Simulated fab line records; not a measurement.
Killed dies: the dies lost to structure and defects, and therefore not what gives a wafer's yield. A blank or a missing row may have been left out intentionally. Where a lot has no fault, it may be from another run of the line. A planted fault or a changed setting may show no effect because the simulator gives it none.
fab line records	flow sky130
record: lots: 13	wafers: 39	last-day: 50
route steps=708 shown LI_CONTACT@371 LOCAL_INTERCONNECT@389 PAD_OPEN@708
lots with no fault: from the same line, run without faults
start-h: hours from the record's opening day to when the first of the lot's shown wafers began	wait-h: time in hours since the lot's previous step	" as in the row above	L1.1+2: one row covering several wafers at once	- no value present, or no start provided	* or withheld: withheld	< > ~ a bound
route shown NAME@n: NAME is a module with steps in the file, n the number in the route of the first one	usual: mean and standard deviation over wafers with no fault	same: alike in all rows	chamber/n: place in a boat	sites: each site's reading	_std_site: standard deviation across them	_edge_site: the outer-site mean with the inner-site mean subtracted	radius-mm: for every site, how far away it sits from the centre of the wafer	mask NAME#n: copy n	behind: the most recent tool/chamber to have shaped the wafer	hold: cause of the lot's hold/its duration in hours/its outcome	device: names the non-switching transistor (n, p or np)	end of line: at the end of the route, the tests of the same wafers	a step without rows: its recipe alone	killed: the dies lost at the first sort to structure and to defects; this is not the yield of the wafer	map: per-die view of a wafer (x killed, . not killed, _ where there is no die)
set.NAME: the run value of the setting; set.NAME@STEP: its run value at that earlier step	model.NAME: the simulator's own value behind a step, which no gauge read
route steps across a sampled set of lots; one table per step, one row per wafer
services: a tool's chamber out of use, with start hour (start-h, from the record's first day; less than 0 if before it), hours out, and reason
== steps ==
step: SKY_LI_CONTACT_EXPOSE_09
recipe: mask-id: LICM1	na: 0.8	source-shape: annular	sigma-inner: 0.55	sigma-outer: 0.85	target-cd-nm: 170	dose-mj: 38
usual: reticle-temp-C: 22.96/0.13
same: na: 0.8	sigma-inner: 0.55
lot.wafer	tool	chamber	start-h	wait-h	mask	reticle-temp-C
L888.1	krf-scanner-02	0	649.17	-	LICM1#0	23.08
L888.2	"	0	"	"	LICM1#0	23.07
L888.4	"	0	"	"	LICM1#0	23.11
L889.2	krf-scanner-01	0	652.14	-	LICM1#0	23.03
L889.4	"	0	"	"	LICM1#0	23.05
L889.5	"	0	"	"	LICM1#0	22.91
L890.1	krf-scanner-01	0	679.59	-	LICM1#0	23.03
L890.5	"	0	"	"	LICM1#0	22.95
L890.6	"	0	"	"	LICM1#0	22.81
L891.4	krf-scanner-01	0	695.45	-	LICM1#0	22.92
L891.5	"	0	"	"	LICM1#0	22.71
L891.6	"	0	"	"	LICM1#0	22.75
L894.1	krf-scanner-02	0	738.97	-	LICM1#0	23.04
L894.4	"	0	"	"	LICM1#0	23.17
L894.6	"	0	"	"	LICM1#0	23.03
L895.2	krf-scanner-01	0	745.09	-	LICM1#0	22.99
L895.3	"	0	"	"	LICM1#0	22.86
L895.5	"	0	"	"	LICM1#0	23.02
L898.1	krf-scanner-02	0	749.71	-	LICM1#0	22.95
L898.3	"	0	"	"	LICM1#0	22.93
L898.4	"	0	"	"	LICM1#0	22.69
L899.4	krf-scanner-01	0	750.53	-	LICM1#0	22.92
L899.5	"	0	"	"	LICM1#0	23.16
L899.6	"	0	"	"	LICM1#0	23.05
L904.1	krf-scanner-02	0	801.27	-	LICM1#0	22.98
L904.2	"	0	"	"	LICM1#0	23.13
L904.3	"	0	"	"	LICM1#0	22.92
L902.2	krf-scanner-02	0	803.26	-	LICM1_R1#0	22.92
L902.3	"	0	"	"	LICM1_R1#0	22.95
L902.6	"	0	"	"	LICM1_R1#0	22.78
L907.2	krf-scanner-01	0	823.92	-	LICM1#0	22.76
L907.4	"	0	"	"	LICM1#0	23.04
L907.6	"	0	"	"	LICM1#0	22.89
L908.1	krf-scanner-01	0	824.29	-	LICM1#0	23.13
L908.3	"	0	"	"	LICM1#0	23.06
L908.5	"	0	"	"	LICM1#0	23.05
L911.1	krf-scanner-01	0	842.31	-	LICM1#0	23.11
L911.3	"	0	"	"	LICM1#0	22.98
L911.6	"	0	"	"	LICM1#0	22.98
step: SKY_LI_CONTACT_CD_MEAS_12
recipe: target-cd-nm: 170
usual: cd-nm: 170.1/1.4
lot.wafer	tool	chamber	start-h	wait-h	hold	cd-nm
L888.1	cd-sem-01	-	663.14	-	-	170.3
L888.2	"	-	"	"	-	171.7
L888.4	"	-	"	"	-	172.5
L889.2	cd-sem-01	-	666.16	-	-	171.0
L889.4	"	-	"	"	-	171.8
L889.5	"	-	"	"	-	170.5
L890.1	cd-sem-02	-	693.74	-	-	168.4
L890.5	"	-	"	"	-	168.4
L890.6	"	-	"	"	-	167.4
L891.4	cd-sem-02	-	708.60	-	-	167.5
L891.5	"	-	"	"	-	167.5
L891.6	"	-	"	"	-	167.7
L894.1	cd-sem-02	-	752.79	-	-	169.9
L894.4	"	-	"	"	-	170.2
L894.6	"	-	"	"	-	169.8
L895.2	cd-sem-01	-	758.91	-	-	170.9
L895.3	"	-	"	"	-	169.7
L895.5	"	-	"	"	-	170.3
L898.1	cd-sem-02	-	762.79	-	-	170.1
L898.3	"	-	"	"	-	171.4
L898.4	"	-	"	"	-	171.0
L899.4	cd-sem-01	-	763.24	-	-	167.9
L899.5	"	-	"	"	-	169.9
L899.6	"	-	"	"	-	168.1
L904.1	cd-sem-02	-	814.39	-	-	170.1
L904.2	"	-	"	"	-	169.4
L904.3	"	-	"	"	-	170.1
L902.2	cd-sem-01	-	816.76	-	await-dispo/0.2h/release	137.8
L902.3	"	-	"	"	await-dispo/0.2h/release	137.2
L902.6	"	-	"	"	await-dispo/0.2h/release	136.2
L902.2	cd-sem-01	-	817.05	0.3	-	137.8
L902.3	"	-	"	"	-	137.3
L902.6	"	-	"	"	-	136.3
L907.2	cd-sem-02	-	836.86	-	-	169.7
L907.4	"	-	"	"	-	169.8
L907.6	"	-	"	"	-	169.9
L908.1	cd-sem-01	-	837.33	-	-	170.7
L908.3	"	-	"	"	-	171.7
L908.5	"	-	"	"	-	171.1
L911.1	cd-sem-01	-	854.94	-	-	169.8
L911.3	"	-	"	"	-	171.1
L911.6	"	-	"	"	-	170.2
step: SKY_LOCAL_INTERCONNECT_THK_MEAS_02
recipe: thk-meas-gauge: xrf	reads: TiN_of_LOCAL_INTERCONNECT_SPUTTER_00
usual: LOCAL_INTERCONNECT_TIN_THK: 96.1/1.1
lot.wafer	tool	chamber	start-h	wait-h	LOCAL_INTERCONNECT_TIN_THK[nm]
L888.1	film-metro-01	-	664.77	0.1	94.8
L888.2	"	-	"	"	94.6
L888.4	"	-	"	"	93.5
L889.2	film-metro-04	-	667.78	0.1	95.5
L889.4	"	-	"	"	96.8
L889.5	"	-	"	"	96.4
L890.1	film-metro-02	-	695.25	0.1	94.8
L890.5	"	-	"	"	95.4
L890.6	"	-	"	"	96.1
L891.4	film-metro-01	-	710.09	0.1	97.8
L891.5	"	-	"	"	95.8
L891.6	"	-	"	"	97.0
L894.1	film-metro-01	-	754.30	0.1	97.0
L894.4	"	-	"	"	96.4
L894.6	"	-	"	"	97.4
L895.2	film-metro-01	-	760.41	0.1	97.0
L895.3	"	-	"	"	95.2
L895.5	"	-	"	"	96.5
L898.1	film-metro-04	-	764.30	0.1	95.0
L898.3	"	-	"	"	95.9
L898.4	"	-	"	"	95.3
L899.4	film-metro-01	-	764.75	0.1	95.3
L899.5	"	-	"	"	94.6
L899.6	"	-	"	"	95.7
L904.1	film-metro-01	-	815.90	0.1	97.0
L904.2	"	-	"	"	97.1
L904.3	"	-	"	"	97.4
L907.2	film-metro-04	-	838.36	0.1	94.4
L907.4	"	-	"	"	93.0
L907.6	"	-	"	"	92.5
L908.1	film-metro-04	-	838.85	0.1	96.4
L908.3	"	-	"	"	96.1
L908.5	"	-	"	"	96.2
L911.1	film-metro-04	-	856.45	0.1	97.2
L911.3	"	-	"	"	96.1
L911.6	"	-	"	"	98.8
step: SKY_LOCAL_INTERCONNECT_OVL_MEAS_12
usual: LOCAL_INTERCONNECT_OVL: 2/6.2
lot.wafer	tool	chamber	start-h	wait-h	LOCAL_INTERCONNECT_OVL[nm]
L888.1	overlay-02	-	693.53	0.1	11
L888.2	"	-	"	"	12
L888.4	"	-	"	"	14
L889.2	overlay-01	-	695.87	0.1	9
L889.4	"	-	"	"	3
L889.5	"	-	"	"	10
L890.1	overlay-01	-	723.33	0.1	5
L890.5	"	-	"	"	-2
L890.6	"	-	"	"	3
L891.4	overlay-02	-	736.98	0.1	6
L891.5	"	-	"	"	-4
L891.6	"	-	"	"	-4
L894.1	overlay-01	-	780.21	0.1	8
L894.4	"	-	"	"	7
L894.6	"	-	"	"	3
L895.2	overlay-01	-	787.82	0.1	-7
L895.3	"	-	"	"	-2
L895.5	"	-	"	"	-13
L898.1	overlay-02	-	790.46	0.1	-4
L898.3	"	-	"	"	-7
L898.4	"	-	"	"	-15
L899.4	overlay-01	-	791.13	0.1	2
L899.5	"	-	"	"	4
L899.6	"	-	"	"	1
L904.1	overlay-01	-	842.21	0.1	13
L904.2	"	-	"	"	8
L904.3	"	-	"	"	12
L907.2	overlay-02	-	863.87	0.1	-3
L907.4	"	-	"	"	8
L907.6	"	-	"	"	1
L908.1	overlay-01	-	864.68	0.1	6
L908.3	"	-	"	"	-2
L908.5	"	-	"	"	8
L911.1	overlay-02	-	882.98	0.1	12
L911.3	"	-	"	"	14
L911.6	"	-	"	"	3
step: SKY_PAD_OPEN_PROBE_99
usual: killed_at_M0_to_M3: 42/6.4	killed_at_M4_up: 2.9/1.7	killed-at-contacts: 25/5.2	killed-at-front-end: 16/4.4	killed-at-other: 0.4/0.65	killed-dies: 86/9.2	killed-on-rim: 17/3.9	killed-open: 47/6.6	killed-short: 39/5.8
same: gross-dies: 492	killed-at-back-side: 0
lot.wafer	tool	chamber	start-h	wait-h	hold	killed_at_M0_to_M3	killed_at_M4_up	killed-at-contacts	killed-at-front-end	killed-at-other	killed-dies	killed-on-rim	killed-open	killed-short
L888.1	prober-02	-	1060.67	0.1	-	51	2	24	24	1	102	22	51	51
L888.2	prober-02	-	1060.72	0.1	-	49	4	18	19	2	92	22	53	37
L888.4	prober-02	-	1060.82	0.2	-	45	1	33	10	1	90	16	54	35
L889.2	prober-01	-	1064.26	0.1	-	46	3	20	7	0	76	11	41	34
L889.4	prober-01	-	1064.36	0.2	-	48	4	28	17	0	97	26	51	45
L889.5	prober-01	-	1064.41	0.2	-	43	1	19	14	2	79	14	32	44
L890.1	prober-02	-	1082.96	0.1	-	48	6	20	18	0	92	9	53	39
L890.5	prober-02	-	1083.16	0.2	-	50	2	19	23	0	94	16	52	40
L890.6	prober-02	-	1083.21	0.2	-	34	5	26	23	0	88	15	43	45
L891.4	prober-01	-	1095.41	0.2	-	35	2	30	13	0	80	15	45	35
L891.5	prober-01	-	1095.46	0.2	-	56	2	25	16	0	99	23	48	51
L891.6	prober-01	-	1095.51	0.2	-	42	4	27	16	0	89	16	55	34
L894.1	prober-01	-	1130.42	0.1	-	40	3	17	13	0	73	18	37	35
L894.4	prober-01	-	1130.57	0.2	-	43	2	28	21	0	94	20	54	40
L894.6	prober-01	-	1130.67	0.2	-	38	1	22	16	0	77	21	42	35
L895.2	prober-01	-	1140.99	0.1	-	40	5	26	16	0	87	19	47	40
L895.3	prober-01	-	1141.04	0.2	-	43	3	20	14	0	80	12	39	41
L895.5	prober-01	-	1141.14	0.2	-	40	4	21	16	1	82	10	40	42
L898.1	prober-01	-	1142.44	0.1	-	51	5	26	21	2	105	17	58	47
L898.3	prober-01	-	1142.54	0.2	-	39	7	23	13	0	82	17	46	36
L898.4	prober-01	-	1142.59	0.2	-	37	5	23	13	0	78	17	40	38
L899.4	prober-02	-	1142.59	0.2	-	38	3	25	12	1	79	16	43	36
L899.5	prober-02	-	1142.64	0.2	-	43	4	18	13	1	79	15	46	33
L899.6	prober-02	-	1142.69	0.2	-	49	1	28	7	2	87	15	53	34
L904.1	prober-02	-	1173.66	0.1	-	43	2	33	12	0	90	20	54	36
L904.2	prober-02	-	1173.71	0.1	-	35	1	29	24	1	90	18	56	34
L904.3	prober-02	-	1173.76	0.2	-	36	1	33	20	1	91	25	54	37
L902.2	prober-01	-	1176.67	0.1	await-dispo/8.8h/release	46	1	304	11	0	362	89	52	39
L902.3	prober-01	-	1176.72	0.2	await-dispo/8.8h/release	50	6	310	11	0	377	91	46	49
L902.6	prober-01	-	1176.87	0.2	await-dispo/8.8h/release	43	2	338	11	0	394	91	41	35
L907.2	prober-01	-	1187.02	0.1	-	40	1	31	15	0	87	18	52	35
L907.4	prober-01	-	1187.12	0.2	-	47	5	21	13	0	86	14	44	42
L907.6	prober-01	-	1187.22	0.2	-	32	1	31	17	0	81	14	45	35
L908.1	prober-02	-	1188.27	0.1	-	48	3	24	14	0	89	13	49	40
L908.3	prober-02	-	1188.37	0.2	-	47	2	35	8	0	92	20	54	38
L908.5	prober-02	-	1188.47	0.2	-	48	6	27	13	0	94	19	51	42
L911.1	prober-02	-	1202.01	0.1	-	44	2	24	17	0	87	9	49	38
L911.3	prober-02	-	1202.11	0.2	-	51	1	20	18	0	90	18	49	41
L911.6	prober-02	-	1202.26	0.2	-	35	3	29	22	0	89	16	51	38
killed by level:class
L888.1 VIA1:geometric-particle:open=13 CONTACT:geometric-particle:open=9 FIELD_ISO:geometric-particle:open=7 METAL2:geometric-particle:short=7 POLY_GATE:geometric-particle:short=6 VIA2:geometric-particle:short=5 CONTACT:geometric-particle:short=5 METAL1:geometric-particle:short=5
L888.2 VIA1:geometric-particle:open=11 VIA2:geometric-particle:open=8 VIA3:geometric-particle:open=8 FIELD_ISO:geometric-particle:open=7 CONTACT:geometric-particle:open=7 FIELD_ISO:geometric-particle:short=4 METAL4:geometric-particle:short=4 VIA1:geometric-particle:short=4
L888.4 CONTACT:geometric-particle:open=19 VIA2:geometric-particle:open=9 VIA1:geometric-particle:open=8 METAL2:geometric-particle:short=6 LOCAL_INTERCONNECT:geometric-particle:short=5 CONTACT:geometric-particle:short=5 VIA1:geometric-particle:short=5 FIELD_ISO:geometric-particle:open=4
L889.2 VIA1:geometric-particle:open=14 CONTACT:geometric-particle:open=7 METAL1:geometric-particle:short=6 VIA2:geometric-particle:open=6 VIA2:geometric-particle:short=5 LI_CONTACT:geometric-particle:short=4 CONTACT:geometric-particle:short=4 METAL2:geometric-particle:short=4
L889.4 CONTACT:geometric-particle:open=12 METAL1:geometric-particle:short=10 VIA2:geometric-particle:open=7 VIA1:geometric-particle:open=7 METAL2:geometric-particle:short=6 VIA3:geometric-particle:open=5 POLY_GATE:geometric-particle:short=5 METAL1:geometric-particle:open=5
L889.5 METAL1:geometric-particle:short=8 VIA1:geometric-particle:open=8 CONTACT:geometric-particle:open=6 VIA3:geometric-particle:open=6 VIA2:geometric-particle:short=5 CONTACT:geometric-particle:short=5 FIELD_ISO:geometric-particle:open=4 LI_CONTACT:geometric-particle:short=4
L890.1 VIA1:geometric-particle:open=12 VIA3:geometric-particle:open=8 CONTACT:geometric-particle:open=7 POLY_GATE:geometric-particle:short=5 VIA2:geometric-particle:open=5 LI_CONTACT:geometric-particle:open=5 VIA2:geometric-particle:short=5 LI_CONTACT:geometric-particle:short=4
L890.5 VIA3:geometric-particle:open=10 VIA1:geometric-particle:open=9 CONTACT:geometric-particle:open=8 VIA2:geometric-particle:open=6 VIA3:geometric-particle:short=6 VIA1:geometric-particle:short=5 FIELD_ISO:geometric-particle:short=4 POLY_GATE:geometric-particle:open=4
L890.6 CONTACT:geometric-particle:open=10 FIELD_ISO:geometric-particle:open=8 CONTACT:geometric-particle:short=8 VIA1:geometric-particle:open=7 FIELD_ISO:geometric-particle:short=5 POLY_GATE:geometric-particle:short=5 METAL1:geometric-particle:short=5 LI_CONTACT:geometric-particle:open=5
L891.4 CONTACT:geometric-particle:open=13 VIA1:geometric-particle:open=6 LI_CONTACT:geometric-particle:open=6 METAL1:geometric-particle:short=6 FIELD_ISO:geometric-particle:open=5 METAL2:geometric-particle:short=5 VIA1:geometric-particle:short=4 LOCAL_INTERCONNECT:geometric-particle:short=4
L891.5 VIA2:geometric-particle:open=10 VIA1:geometric-particle:open=8 METAL1:geometric-particle:short=7 VIA1:geometric-particle:short=7 POLY_GATE:geometric-particle:short=7 LI_CONTACT:geometric-particle:open=7 CONTACT:geometric-particle:open=7 CONTACT:geometric-particle:short=6
L891.6 VIA1:geometric-particle:open=13 CONTACT:geometric-particle:open=11 VIA3:geometric-particle:open=8 VIA2:geometric-particle:open=7 POLY_GATE:geometric-particle:open=6 CONTACT:geometric-particle:short=5 FIELD_ISO:geometric-particle:open=4 LI_CONTACT:geometric-particle:open=4
L894.1 VIA2:geometric-particle:open=8 LI_CONTACT:geometric-particle:open=6 FIELD_ISO:geometric-particle:open=5 METAL2:geometric-particle:short=5 METAL1:geometric-particle:short=5 VIA3:geometric-particle:open=5 POLY_GATE:geometric-particle:short=4 LOCAL_INTERCONNECT:geometric-particle:short=4
L894.4 CONTACT:geometric-particle:open=11 LI_CONTACT:geometric-particle:open=8 METAL1:geometric-particle:short=8 VIA1:geometric-particle:open=7 VIA3:geometric-particle:open=7 VIA2:geometric-particle:open=6 FIELD_ISO:geometric-particle:short=5 POLY_GATE:geometric-particle:short=5
L894.6 CONTACT:geometric-particle:open=11 VIA1:geometric-particle:open=10 POLY_GATE:geometric-particle:short=5 LI_CONTACT:geometric-particle:open=5 METAL2:geometric-particle:short=5 FIELD_ISO:geometric-particle:open=4 FIELD_ISO:geometric-particle:short=4 METAL1:geometric-particle:short=4
L895.2 CONTACT:geometric-particle:short=11 VIA1:geometric-particle:open=11 VIA3:geometric-particle:open=7 LI_CONTACT:geometric-particle:open=6 CONTACT:geometric-particle:open=5 VIA3:geometric-particle:short=5 FIELD_ISO:geometric-particle:short=4 FIELD_ISO:geometric-particle:open=4
L895.3 VIA1:geometric-particle:open=9 METAL1:geometric-particle:short=6 CONTACT:geometric-particle:open=6 VIA2:geometric-particle:open=6 LOCAL_INTERCONNECT:geometric-particle:short=5 METAL2:geometric-particle:short=5 POLY_GATE:geometric-particle:open=4 LI_CONTACT:geometric-particle:open=4
L895.5 VIA1:geometric-particle:open=12 CONTACT:geometric-particle:open=8 VIA1:geometric-particle:short=7 CONTACT:geometric-particle:short=5 VIA2:geometric-particle:open=5 METAL2:geometric-particle:short=5 FIELD_ISO:geometric-particle:open=4 POLY_GATE:geometric-particle:short=4
L898.1 VIA1:geometric-particle:open=15 CONTACT:geometric-particle:short=10 VIA3:geometric-particle:open=10 FIELD_ISO:geometric-particle:open=7 CONTACT:geometric-particle:open=7 VIA1:geometric-particle:short=6 LI_CONTACT:geometric-particle:open=5 FIELD_ISO:geometric-particle:short=4
L898.3 CONTACT:geometric-particle:open=11 VIA2:geometric-particle:open=10 VIA1:geometric-particle:open=10 METAL4:geometric-particle:short=6 CONTACT:geometric-particle:short=5 VIA3:geometric-particle:open=5 POLY_GATE:geometric-particle:short=4 FIELD_ISO:geometric-particle:open=3
L898.4 CONTACT:geometric-particle:open=13 METAL2:geometric-particle:short=8 VIA2:geometric-particle:short=6 VIA1:geometric-particle:open=6 FIELD_ISO:geometric-particle:open=4 LI_CONTACT:geometric-particle:open=4 VIA1:geometric-particle:short=4 VIA2:geometric-particle:open=4
L899.4 CONTACT:geometric-particle:open=10 VIA1:geometric-particle:open=8 VIA3:geometric-particle:open=7 METAL1:geometric-particle:short=6 METAL2:geometric-particle:short=6 POLY_GATE:geometric-particle:open=5 LOCAL_INTERCONNECT:geometric-particle:short=5 LI_CONTACT:geometric-particle:open=4
L899.5 VIA1:geometric-particle:open=11 VIA3:geometric-particle:open=8 CONTACT:geometric-particle:open=7 LI_CONTACT:geometric-particle:open=6 FIELD_ISO:geometric-particle:short=5 VIA1:geometric-particle:short=5 METAL1:geometric-particle:short=5 FIELD_ISO:geometric-particle:open=4
L899.6 VIA1:geometric-particle:open=10 CONTACT:geometric-particle:open=9 LI_CONTACT:geometric-particle:open=8 VIA2:geometric-particle:open=8 VIA3:geometric-particle:open=8 METAL2:geometric-particle:short=5 METAL1:geometric-particle:short=4 VIA2:geometric-particle:short=4
L904.1 VIA2:geometric-particle:open=11 LI_CONTACT:geometric-particle:open=9 VIA1:geometric-particle:open=9 LOCAL_INTERCONNECT:geometric-particle:short=7 CONTACT:geometric-particle:open=7 VIA3:geometric-particle:open=5 CONTACT:geometric-particle:short=5 POLY_GATE:geometric-particle:open=4
L904.2 VIA1:geometric-particle:open=14 CONTACT:geometric-particle:open=10 LOCAL_INTERCONNECT:geometric-particle:open=6 FIELD_ISO:geometric-particle:open=5 POLY_GATE:geometric-particle:short=5 POLY_GATE:geometric-particle:open=5 METAL2:geometric-particle:short=5 VIA3:geometric-particle:open=5
L904.3 CONTACT:geometric-particle:open=13 VIA1:geometric-particle:open=9 VIA3:geometric-particle:open=8 LI_CONTACT:geometric-particle:open=6 CONTACT:geometric-particle:short=6 FIELD_ISO:geometric-particle:open=5 FIELD_ISO:geometric-particle:short=4 LOCAL_INTERCONNECT:geometric-particle:short=4
L902.2 LI_CONTACT:area-expose=271 VIA1:geometric-particle:open=12 VIA3:geometric-particle:open=10 LI_CONTACT:geometric-particle:open=9 CONTACT:geometric-particle:open=9 LOCAL_INTERCONNECT:geometric-particle:short=6 CONTACT:geometric-particle:short=6 METAL1:geometric-particle:short=6
L902.3 LI_CONTACT:area-expose=282 VIA1:geometric-particle:open=11 METAL2:geometric-particle:short=9 LI_CONTACT:geometric-particle:open=8 CONTACT:geometric-particle:open=8 VIA2:geometric-particle:open=7 LOCAL_INTERCONNECT:geometric-particle:short=6 METAL1:geometric-particle:short=6
L902.6 LI_CONTACT:area-expose=317 VIA3:geometric-particle:open=8 LI_CONTACT:geometric-particle:open=7 CONTACT:geometric-particle:open=7 VIA1:geometric-particle:short=7 VIA1:geometric-particle:open=6 METAL1:geometric-particle:short=5 METAL2:geometric-particle:short=5
L907.2 CONTACT:geometric-particle:open=16 VIA1:geometric-particle:short=8 VIA1:geometric-particle:open=7 LI_CONTACT:geometric-particle:open=6 VIA2:geometric-particle:open=6 CONTACT:geometric-particle:short=5 VIA3:geometric-particle:open=4 POLY_GATE:geometric-particle:short=4
L907.4 VIA2:geometric-particle:open=10 VIA1:geometric-particle:open=8 VIA1:geometric-particle:short=7 CONTACT:geometric-particle:open=6 METAL1:geometric-particle:short=6 POLY_GATE:geometric-particle:short=5 LI_CONTACT:geometric-particle:open=5 METAL4:geometric-particle:short=5
L907.6 CONTACT:geometric-particle:open=12 LI_CONTACT:geometric-particle:open=8 VIA1:geometric-particle:open=7 FIELD_ISO:geometric-particle:short=6 CONTACT:geometric-particle:short=6 METAL1:geometric-particle:short=5 METAL2:geometric-particle:short=4 VIA3:geometric-particle:open=4
L908.1 VIA1:geometric-particle:open=14 VIA2:geometric-particle:open=10 LOCAL_INTERCONNECT:geometric-particle:short=7 CONTACT:geometric-particle:open=7 LI_CONTACT:geometric-particle:open=6 METAL1:geometric-particle:short=5 FIELD_ISO:geometric-particle:open=4 METAL3:geometric-particle:short=4
L908.3 VIA1:geometric-particle:open=15 CONTACT:geometric-particle:open=13 LI_CONTACT:geometric-particle:open=8 VIA1:geometric-particle:short=8 VIA2:geometric-particle:open=5 CONTACT:geometric-particle:short=5 LI_CONTACT:geometric-particle:short=4 LOCAL_INTERCONNECT:geometric-particle:short=4
L908.5 VIA1:geometric-particle:open=17 CONTACT:geometric-particle:open=11 LI_CONTACT:geometric-particle:open=7 METAL1:geometric-particle:short=7 METAL2:geometric-particle:short=5 VIA3:geometric-particle:open=5 METAL4:geometric-particle:short=5 LOCAL_INTERCONNECT:geometric-particle:short=4
L911.1 VIA1:geometric-particle:open=10 CONTACT:geometric-particle:open=9 METAL1:geometric-particle:short=8 FIELD_ISO:geometric-particle:open=7 LI_CONTACT:geometric-particle:open=7 METAL2:geometric-particle:short=7 VIA3:geometric-particle:open=7 CONTACT:geometric-particle:short=5
L911.3 VIA1:geometric-particle:open=16 METAL1:geometric-particle:short=10 LI_CONTACT:geometric-particle:open=8 CONTACT:geometric-particle:open=7 POLY_GATE:geometric-particle:open=6 METAL2:geometric-particle:short=5 VIA2:geometric-particle:open=5 FIELD_ISO:geometric-particle:short=4
L911.6 CONTACT:geometric-particle:open=16 VIA1:geometric-particle:open=10 FIELD_ISO:geometric-particle:short=6 LI_CONTACT:geometric-particle:open=6 FIELD_ISO:geometric-particle:open=5 CONTACT:geometric-particle:short=5 METAL1:geometric-particle:short=5 METAL2:geometric-particle:short=4
== services ==
tool	chamber	start-h	hours	kind
krf-scanner-01	-	648.31	1.0	pm
krf-scanner-02	-	665.07	1.0	pm
krf-scanner-01	-	671.55	0.8	pm
krf-scanner-02	-	676.73	0.8	pm
krf-scanner-01	0	719.45	-	calibration
krf-scanner-02	-	722.01	1.3	pm
krf-scanner-01	-	766.19	1.3	pm
krf-scanner-02	0	766.56	-	calibration
krf-scanner-02	-	796.94	0.4	repair
krf-scanner-01	-	817.31	1.0	pm
krf-scanner-02	-	834.07	1.0	pm
krf-scanner-01	-	840.35	0.8	pm
== key ==
first-sign: step: SKY_LI_CONTACT_EXPOSE_09	reading: mask	direction: changed
effect: step: SKY_LI_CONTACT_CD_MEAS_12	reading: visit	direction: added
effect: step: SKY_LI_CONTACT_CD_MEAS_12	reading: cd-nm	direction: down	sigmas: 24	usual: 170.1	struck: 137.0
effect: step: SKY_PAD_OPEN_PROBE_99	reading: killed-at-contacts	direction: up	sigmas: 56	usual: 25	struck: 317
more-kills-born-at: SKY_LI_CONTACT_EXPOSE_09@krf-scanner-02: 870
met-at SKY_LI_CONTACT_EXPOSE_09
struck-lots L902
later-rows-left-out L902.2,L902.3,L902.6
tester-left-out L902
not-acting-at SKY_LOCAL_INTERCONNECT_THK_MEAS_02,SKY_LOCAL_INTERCONNECT_OVL_MEAS_12
onset-between 801.27 803.26
fault: kind: wrong-mask	tool: any	chamber: -	onset-h: 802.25	steps: SKY_LI_CONTACT_EXPOSE_09	aux-copy: LICM1_R1#0	cd-offset-nm: -34	scope: struck-lots-only
tester-left-out: of these lots the tester's yield and bins aren't shown, on N5 and GAA mostly nor the transistor test; their killed dies are dies lost to structure and defects alone, not to doping, threshold or leakage, so they don't give the yield
later-rows-left-out: the simulator's readings of these wafers behind a module that went badly wrong aren't trusted and aren't shown, but for the sort
